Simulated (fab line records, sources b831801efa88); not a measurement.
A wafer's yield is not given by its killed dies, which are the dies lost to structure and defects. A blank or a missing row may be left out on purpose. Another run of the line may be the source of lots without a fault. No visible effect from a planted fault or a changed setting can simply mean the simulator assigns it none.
Which tool did it?    flow sky130    11 lots, 33 wafers sampled, at 2 steps of a route of 708

## WHAT THE GAUGES SHOWED, per wafer
SKY_LDD_LDN_TW_MEAS_13. Usual: LDD_LDN_TW 1486, standard deviation 8.7.
lot   measured      on             LDD_LDN_TW      flag
L999  day 23 15:37  film_metro-04  1479 1482 1476  
L102  day 24 09:31  film_metro-01  1487 1486 1489  
L103  day 24 23:56  film_metro-04  1488 1487 1477  
L105  day 25 16:04  film_metro-04  1486 1489 1495  
L106  day 25 19:10  film_metro-02  1470 1468 1472  
L104  day 25 19:31  film_metro-04  1494 1494 1493  
L107  day 25 23:16  film_metro-04  1495 1497 1493  
L108  day 26 04:26  film_metro-01  1496 1498 1504  
L110  day 27 18:03  film_metro-04  1485 1478 1487  
L115  day 28 15:27  film_metro-01  1498 1495 1494  
L120  day 30 05:10  film_metro-02  1481 1481 1484  

SKY_SD_N_RS_MEAS_17: measures by four-point-probe. Usual: SD_P_RS 147.3 ohm/sq, standard deviation 0.36.
lot   measured      on             SD_P_RS (ohm/sq)   flag
L999  day 28 16:13  film_metro-02  147.0 146.9 147.1  
L102  day 29 10:13  film_metro-03  147.0 147.4 147.8  
L103  day 29 21:39  film_metro-01  147.5 147.6 147.6  
L105  day 30 14:23  film_metro-03  147.6 147.3 147.4  
L106  day 30 20:19  film_metro-01  147.7 147.2 147.5  
L104  day 30 18:17  film_metro-02  147.1 147.7 147.3  
L107  day 30 20:29  film_metro-03  147.2 147.4 147.5  
L108  day 31 01:29  film_metro-01  146.9 147.5 146.9  
L110  day 32 12:23  film_metro-02  147.1 147.2 147.8  
L115  day 33 09:23  film_metro-01  147.2 146.9 146.8  
L120  day 34 20:31  film_metro-01  147.2 146.7 147.4  

## EACH LOT AND THE TOOL THAT RAN IT (in order: tool; ch and the chambers of the sampled wafers; start)
Before these readings, the record contains no process step.

## WHAT THE TOOLS THEMSELVES READ (means of the sampled wafers that have a number; where no wafer has one, the mark that the record gives instead)
The record holds no such reading with a usual standard deviation.

## THE ANSWER, worked out from the rows above alone
Rule: lot off if the mean of its wafers having a number is beyond 3 standard deviations from the usual mean. Also off: a lot with no number at a reading for which 4 or more lots have one. Where the step has rows for the other lots, those lots are counted as sound. First the gauges in route order, then the tools' own readings, where a lot's mean is used as printed above. At the first step where some lot is off, the reading lying furthest off is the one used; lots without a number count as furthest.
None of the lots is off at any reading shown; this tells nothing.

## WHAT THE SIMULATOR HAD INSERTED
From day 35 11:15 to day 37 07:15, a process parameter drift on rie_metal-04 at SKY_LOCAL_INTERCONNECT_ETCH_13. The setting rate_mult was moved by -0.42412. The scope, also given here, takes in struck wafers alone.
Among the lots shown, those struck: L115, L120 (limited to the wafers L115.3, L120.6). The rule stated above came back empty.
